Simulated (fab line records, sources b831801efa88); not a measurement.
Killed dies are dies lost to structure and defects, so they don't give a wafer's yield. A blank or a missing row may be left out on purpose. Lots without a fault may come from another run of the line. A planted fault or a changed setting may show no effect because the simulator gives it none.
fab line records | flow sky130
record lots=11 wafers=33 last_day=50
route steps=708 shown VIA3@585 METAL4@602 CAP2M@603
lots that met no fault: from a run of the same line without faults
start_h: hours from the record's first day to the start of the lot's first wafer shown | wait_h: hours since the lot's step before | " the same as in the row above | L1.1+2: a row that stands for several wafers | - no value, or no start given | * or withheld: withheld | < > ~ a bound
route shown NAME@n: a module of which the file shows steps, and the number in the route of the first | usual: mean/standard deviation of fault-free wafers | same: alike in all rows | chamber/n: place in a boat | sites: the reading at each site | _std_site: their standard deviation | _edge_site: outer sites' mean less inner sites' | radius_mm: how far each site lies from the wafer's centre | mask NAME#n: copy n | behind: the tool/chamber that last shaped the wafer | hold: why the lot was held/for how many hours/how that ended | device: the transistor (n, p or np) that didn't switch | end of line: the same wafers' tests at the end of the route | a step without rows: its recipe alone | killed: dies lost to structure and defects at the first sort, not the wafer's yield | map: a wafer's dies, x killed, . not, _ none there
set.NAME: the setting as run; set.NAME@STEP: as run at that earlier step | model.NAME: the simulator's own value behind a step, which no gauge read
steps of the route over a sample of lots; a table a step, a row a wafer
services: from which hour (start_h, from the record's first day; less than 0 if before it) a tool's chamber was out of use, for how many hours, and why
## steps
# step SKY_VIA3_CD_MEAS_12
# recipe target_cd_nm=200
# usual cd_nm=200.0/1.3
# columns lot.wafer tool chamber start_h wait_h cd_nm
L399.1 cd_sem-02 - 930.13 - 199.3
L399.3 " - " " 200.0
L399.5 " - " " 200.0
L402.1 cd_sem-02 - 953.72 - 198.7
L402.2 " - " " 198.3
L402.5 " - " " 197.9
L401.1 cd_sem-02 - 953.84 - 202.3
L401.2 " - " " 200.1
L401.6 " - " " 198.8
L408.1 cd_sem-02 - 1003.02 - 200.4
L408.3 " - " " 199.8
L408.6 " - " " 199.3
L412.1 cd_sem-01 - 1029.52 - 198.6
L412.3 " - " " 199.7
L412.4 " - " " 199.2
L411.2 cd_sem-01 - 1031.54 - 199.1
L411.4 " - " " 200.4
L411.5 " - " " 200.9
L413.2 cd_sem-01 - 1034.53 - 200.5
L413.3 " - " " 201.0
L413.6 " - " " 200.7
L415.2 cd_sem-01 - 1051.98 - 201.5
L415.3 " - " " 199.1
L415.4 " - " " 202.1
L416.1 cd_sem-01 - 1053.26 - 199.3
L416.2 " - " " 201.1
L416.5 " - " " 201.3
L420.2 cd_sem-02 - 1075.94 - 201.5
L420.3 " - " " 201.6
L420.4 " - " " 201.5
L421.3 cd_sem-01 - 1075.95 - 200.1
L421.4 " - " " 200.4
L421.5 " - " " 199.6
# step SKY_VIA3_OVL_MEAS_13
# usual VIA3_OVL=2/6
# columns lot.wafer tool chamber start_h wait_h VIA3_OVL[nm]
L399.1 overlay-02 - 930.25 0.1 1
L399.3 " - " " 2
L399.5 " - " " -1
L402.1 overlay-01 - 953.84 0.1 -6
L402.2 " - " " -12
L402.5 " - " " -6
L401.1 overlay-01 - 953.96 0.1 6
L401.2 " - " " 5
L401.6 " - " " -1
L408.1 overlay-01 - 1003.14 0.1 2
L408.3 " - " " 10
L408.6 " - " " 11
L412.1 overlay-01 - 1029.64 0.1 5
L412.3 " - " " 4
L412.4 " - " " -2
L411.2 overlay-01 - 1031.65 0.1 1
L411.4 " - " " 5
L411.5 " - " " 3
L413.2 overlay-01 - 1034.64 0.1 2
L413.3 " - " " -1
L413.6 " - " " -4
L415.2 overlay-02 - 1052.09 0.1 12
L415.3 " - " " 12
L415.4 " - " " 14
L416.1 overlay-02 - 1053.38 0.1 -6
L416.2 " - " " -4
L416.5 " - " " -7
L421.3 overlay-01 - 1076.04 0.1 6
L421.4 " - " " 3
L421.5 " - " " 3
L420.2 overlay-02 - 1076.05 0.1 3
L420.3 " - " " -11
L420.4 " - " " 2
# step SKY_METAL4_SPUTTER_04
# recipe material=TiN target_thk_nm=70 power_w=6500 time_s=58.3 chamber_pressure_pa=0.4
# usual throttle_valve_pct=29.7/1.2
# columns lot.wafer tool chamber start_h wait_h throttle_valve_pct
L399.1 pvd_sputter-01 - 931.92 0.0 31.4
L399.3 " - " " 29.5
L399.5 " - " " 31.2
L402.1 pvd_sputter-01 - 955.35 0.0 31.4
L402.2 " - " " 28.7
L402.5 " - " " 31.4
L401.1 pvd_sputter-03 - 955.65 0.0 28.5
L401.2 " - " " 30.2
L401.6 " - " " 30.4
L408.1 pvd_sputter-01 - 1004.64 0.0 31.5
L408.3 " - " " 28.8
L408.6 " - " " 28.9
L412.1 pvd_sputter-03 - 1031.58 0.0 28.6
L412.3 " - " " 29.6
L412.4 " - " " 29.5
L411.2 pvd_sputter-04 - 1033.51 0.0 30.3
L411.4 " - " " 31.5
L411.5 " - " " 31.3
L413.2 pvd_sputter-01 - 1036.14 0.0 28.8
L413.3 " - " " 31.2
L413.6 " - " " 31.5
L415.2 pvd_sputter-03 - 1053.58 0.0 28.7
L415.3 " - " " 27.9
L415.4 " - " " 29.7
L416.1 pvd_sputter-01 - 1055.28 0.0 31.6
L416.2 " - " " 28.9
L416.5 " - " " 31.1
L421.3 pvd_sputter-03 - 1077.54 0.0 30.2
L421.4 " - " " 28.6
L421.5 " - " " 29.4
L420.2 pvd_sputter-04 - 1077.63 0.0 30.4
L420.3 " - " " 29.1
L420.4 " - " " 31.4
# step SKY_CAP2M_CVD_00
# recipe material=SiO2 target_thk_nm=15.5 temp_c=400 time_s=withheld rf_w=450
# usual heater_power_w=674/86
# columns lot.wafer tool chamber start_h wait_h heater_power_w
L399.1 pecvd-01 1 931.97 0.0 523
L399.3 " 2 " " 634
L399.5 " 2 " " 640
L402.1 pecvd-03 0 955.40 0.0 653
L402.2 " 1 " " 735
L402.5 " 1 " " 742
L401.1 pecvd-01 2 955.70 0.0 649
L401.2 " 1 " " 491
L401.6 " 2 " " 660
L408.1 pecvd-01 0 1004.69 0.0 745
L408.3 " 2 " " 614
L408.6 " 0 " " 742
L412.1 pecvd-03 0 1031.62 0.0 551
L412.3 " 1 " " 719
L412.4 " 0 " " 535
L411.2 pecvd-02 1 1033.56 0.0 824
L411.4 " 2 " " 720
L411.5 " 1 " " 820
L413.2 pecvd-03 1 1036.19 0.0 619
L413.3 " 0 " " 573
L413.6 " 0 " " 577
L415.2 pecvd-03 1 1053.63 0.0 721
L415.3 " 2 " " 652
L415.4 " 0 " " 590
L416.1 pecvd-03 0 1055.33 0.0 612
L416.2 " 2 " " 545
L416.5 " 2 " " 543
L421.3 pecvd-01 1 1077.59 0.0 578
L421.4 " 1 " " 582
L421.5 " 2 " " 594
L420.2 pecvd-02 1 1077.68 0.0 838
L420.3 " 0 " " 811
L420.4 " 2 " " 728
# step SKY_CAP2M_THK_MEAS_01
# recipe reads=SiO2_of_CAP2M_CVD_00
# usual CAP2M_CVD_00_THK=15.48/0.29
# columns lot.wafer tool chamber start_h wait_h CAP2M_CVD_00_THK[nm]
L399.1 film_metro-02 - 931.99 - 15.63
L399.3 " - " " 15.21
L399.5 " - " " 15.32
L402.1 film_metro-03 - 955.43 - 15.67
L402.2 " - " " 15.63
L402.5 " - " " 15.94
L401.1 film_metro-03 - 955.73 - 15.36
L401.2 " - " " 15.26
L401.6 " - " " 15.29
L408.1 film_metro-04 - 1004.72 - 15.07
L408.3 " - " " 15.75
L408.6 " - " " 14.50
L412.1 film_metro-03 - 1031.65 - 15.08
L412.3 " - " " 15.17
L412.4 " - " " 15.01
L411.2 film_metro-03 - 1033.59 - 15.21
L411.4 " - " " 15.80
L411.5 " - " " 15.50
L413.2 film_metro-04 - 1036.22 - 15.36
L413.3 " - " " 15.35
L413.6 " - " " 15.54
L415.2 film_metro-03 - 1053.66 - 15.30
L415.3 " - " " 15.17
L415.4 " - " " 15.25
L416.1 film_metro-02 - 1055.35 - 15.14
L416.2 " - " " 15.25
L416.5 " - " " 15.44
L421.3 film_metro-04 - 1077.63 - 15.86
L421.4 " - " " 16.01
L421.5 " - " " 16.05
L420.2 film_metro-02 - 1077.71 - 15.60
L420.3 " - " " 15.18
L420.4 " - " " 15.98
# step SKY_METAL4_ETCH_17
# recipe target=SiO2 stop_on=TiN chemistry=C4F8/O2/Ar source_w=1500 bias_w=1200 pressure_mtorr=40 c4f8_flow_sccm=withheld O2_flow_sccm=6 Ar_flow_sccm=300 time_s=3.9 target_depth_a=150
# usual bias_w=1200/3.5 oes_product_au=0.754/0.008
# columns lot.wafer tool chamber start_h wait_h bias_w oes_product_au rf_hours_counter_h
L399.1 rie_diel-02 3 980.76 0.1 1198 0.756 23
L399.3 " 1 " " 1198 0.746 4
L399.5 " 3 " " 1202 0.752 -
L402.1 rie_diel-01 3 1002.94 0.1 1201 0.759 12
L402.2 " 0 " " 1203 0.760 12
L402.5 " 3 " " 1200 0.766 -
L401.1 rie_diel-03 3 1003.90 0.1 1201 0.747 17
L401.2 " 1 " " 1197 0.749 14
L401.6 " 3 " " 1199 0.751 -
L408.1 rie_diel-02 3 1050.26 0.1 1203 0.743 25
L408.3 " 2 " " 1197 0.759 5
L408.6 " 3 " " 1199 0.727 -
L412.1 rie_diel-01 2 1075.06 0.1 1202 0.745 24
L412.3 " 1 " " 1203 0.746 11
L412.4 " 0 " " 1203 0.750 15
L411.2 rie_diel-01 3 1077.91 0.1 1199 0.752 15
L411.4 " 0 " " 1199 0.763 15
L411.5 " 2 " " 1191 0.749 -
L413.2 rie_diel-03 3 1079.88 0.1 1196 0.744 19
L413.3 " 2 " " 1200 0.750 12
L413.6 " 1 " " 1197 0.760 -
L415.2 rie_diel-01 1 1097.01 0.1 1202 0.749 11
L415.3 " 0 " " 1199 0.742 16
L415.4 " 3 " " 1200 0.752 16
L416.1 rie_diel-03 3 1098.79 0.2 1203 0.755 19
L416.2 " 1 " " 1205 0.750 17
L416.5 " 0 " " 1204 0.749 -
L421.3 rie_diel-01 3 1119.14 0.0 1200 0.765 16
L421.4 " 1 " " 1204 0.758 12
L421.5 " 3 " " 1202 0.755 -
L420.2 rie_diel-03 0 1120.01 0.1 1203 0.761 19
L420.3 " 1 " " 1199 0.737 18
L420.4 " 3 " " 1198 0.768 20
## services
# columns tool chamber start_h hours kind
rie_diel-01 2 912.47 45.0 repair
pvd_sputter-01 - 916.74 4.8 repair
pvd_sputter-03 - 928.37 8.4 repair
pecvd-03 1 933.39 2.1 scheduled_down
pvd_sputter-01 1 941.59 - consumable_replace:kit
pvd_sputter-01 1 941.59 18.0 scheduled_down
pvd_sputter-01 1 941.59 18.0 vent_cycle
pecvd-02 - 960.97 2.7 repair
pecvd-01 0 988.60 7.7 repair
pecvd-03 2 990.54 18.5 repair
pecvd-03 0 993.78 15.8 repair
rie_diel-01 - 994.49 0.4 repair
rie_diel-01 2 1002.63 5.7 repair
pecvd-02 - 1007.06 5.5 pm
rie_diel-01 - 1008.06 0.9 repair
pvd_sputter-04 - 1023.68 0.9 repair
rie_diel-01 1 1025.43 3.1 repair
rie_diel-03 1 1034.36 6.4 repair
rie_diel-02 1 1063.89 4.0 repair
pvd_sputter-01 - 1066.42 2.5 repair
rie_diel-03 - 1069.95 0.6 repair
rie_diel-02 3 1089.00 9.9 repair
rie_diel-02 - 1093.22 0.4 repair
rie_diel-02 2 1114.40 2.3 repair
## key
first_sign step=SKY_CAP2M_THK_MEAS_01 reading=CAP2M_CVD_00_THK direction=down sigmas=3.4 usual=15.48 struck=14.50
effect step=SKY_METAL4_ETCH_17 reading=oes_product_au direction=down sigmas=3.4 usual=0.754 struck=0.727
met_at SKY_CAP2M_CVD_00
struck_lots L408
struck_wafers L408.6
not_acting_at SKY_VIA3_CD_MEAS_12,SKY_VIA3_OVL_MEAS_13,SKY_METAL4_SPUTTER_04
onset_between 955.70 1004.69
fault kind=process_parameter_drift tool=pecvd-01 chamber=- onset_h=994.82 steps=SKY_CAP2M_CVD_00 channel=target_thk_nm offset=-0.91024 shape=step end_h=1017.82 scope=struck_wafers_only acts_in=these_recipes_only stated=15.5
